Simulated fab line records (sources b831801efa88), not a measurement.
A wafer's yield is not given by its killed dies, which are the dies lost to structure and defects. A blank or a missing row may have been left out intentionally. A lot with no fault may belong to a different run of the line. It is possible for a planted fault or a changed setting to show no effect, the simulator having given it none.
Chamber matching :: flow sky130 :: SKY_POLY_GATE_ETCH_17 on rie si-01 has 4 sister chambers
The step etches poly-Si in HBr/Cl2, stops on SiO2, target depth 180 nm, time 70.5 s. 14 wafers are shown with their chamber, then 6 later ones without.

## WAFERS PAIRED WITH THEIR CHAMBERS
wafer: L714.3
chamber: 2
drypump motor current A (A): 5.4
oes product au (a.u.): 0.986
throttle valve pct (%): 33.692

wafer: L714.4
chamber: 3
drypump motor current A (A): 5.1
oes product au (a.u.): 0.988
throttle valve pct (%): 33.673

wafer: L714.6
chamber: 0
drypump motor current A (A): 5.4
oes product au (a.u.): 0.979
throttle valve pct (%): 33.681

wafer: L716.1
chamber: 3
drypump motor current A (A): 5.1
oes product au (a.u.): 0.977
throttle valve pct (%): 33.659

wafer: L716.5
chamber: 0
drypump motor current A (A): 5.5
oes product au (a.u.): 0.971
throttle valve pct (%): 33.697

wafer: L716.6
chamber: 3
drypump motor current A (A): 5.1
oes product au (a.u.): 0.980
throttle valve pct (%): 33.704

wafer: L718.2
chamber: 0
drypump motor current A (A): 5.5
oes product au (a.u.): 0.985
throttle valve pct (%): 33.671

wafer: L718.3
chamber: 1
drypump motor current A (A): 5.7
oes product au (a.u.): 0.983
throttle valve pct (%): 33.669

wafer: L725.1
chamber: 1
drypump motor current A (A): 5.7
oes product au (a.u.): 0.975
throttle valve pct (%): 33.689

wafer: L725.3
chamber: 0
drypump motor current A (A): 5.5
oes product au (a.u.): 0.976
throttle valve pct (%): 33.690

wafer: L725.5
chamber: 3
drypump motor current A (A): 5.1
oes product au (a.u.): 0.990
throttle valve pct (%): 33.678

wafer: L727.1
chamber: 3
drypump motor current A (A): 5.1
oes product au (a.u.): 0.989
throttle valve pct (%): 33.687

wafer: L727.3
chamber: 1
drypump motor current A (A): 5.7
oes product au (a.u.): 0.970
throttle valve pct (%): 33.680

wafer: L727.4
chamber: 2
drypump motor current A (A): 5.4
oes product au (a.u.): 0.979
throttle valve pct (%): 33.692

SIGNATURES (averages over the wafers above)
reading: drypump motor current A
chamber 0: 5.475
chamber 1: 5.700
chamber 2: 5.400
chamber 3: 5.100
scatter within a chamber: 0.0274

reading: oes product au
chamber 0: 0.97775
chamber 1: 0.97600
chamber 2: 0.98250
chamber 3: 0.98480
scatter within a chamber: 0.00593

reading: throttle valve pct
chamber 0: 33.68475
chamber 1: 33.67933
chamber 2: 33.69200
chamber 3: 33.68020
scatter within a chamber: 0.013
Rule: a wafer lies at a distance from a chamber equal to the root of the sum of squares, over the readings, of (its reading less the chamber's mean, divided by the reading's scatter). The wafer belongs to the nearest chamber; if the next one is less than 2 further off, it can't be placed. The scatter: the root of (the sum of the squares of (reading less its chamber's mean) over the shown wafers, divided by (wafers less chambers)).

## WAFERS MISSING THEIR CHAMBER
wafer: L729.2
drypump motor current A (A): 5.5
oes product au (a.u.): 0.972
throttle valve pct (%): 33.686

wafer: L729.3
drypump motor current A (A): 5.1
oes product au (a.u.): 0.976
throttle valve pct (%): 33.680

wafer: L729.4
drypump motor current A (A): 5.4
oes product au (a.u.): 0.983
throttle valve pct (%): 33.682

wafer: L733.2
drypump motor current A (A): 5.4
oes product au (a.u.): 0.988
throttle valve pct (%): 33.684

wafer: L733.3
drypump motor current A (A): 5.5
oes product au (a.u.): 0.967
throttle valve pct (%): 33.685

wafer: L733.5
drypump motor current A (A): 5.7
oes product au (a.u.): 0.985
throttle valve pct (%): 33.681

## WHICH CHAMBER EACH ONE RAN IN
wafer: L729.2
from the rows above: 0
in truth: 0

wafer: L729.3
from the rows above: 3
in truth: 3

wafer: L729.4
from the rows above: 2
in truth: 2

wafer: L733.2
from the rows above: 2
in truth: 2

wafer: L733.3
from the rows above: 0
in truth: 0

wafer: L733.5
from the rows above: 1
in truth: 1
Correctly placed: 6 of 6. Number that these rows cannot place: 0. Wrongly placed: 0.
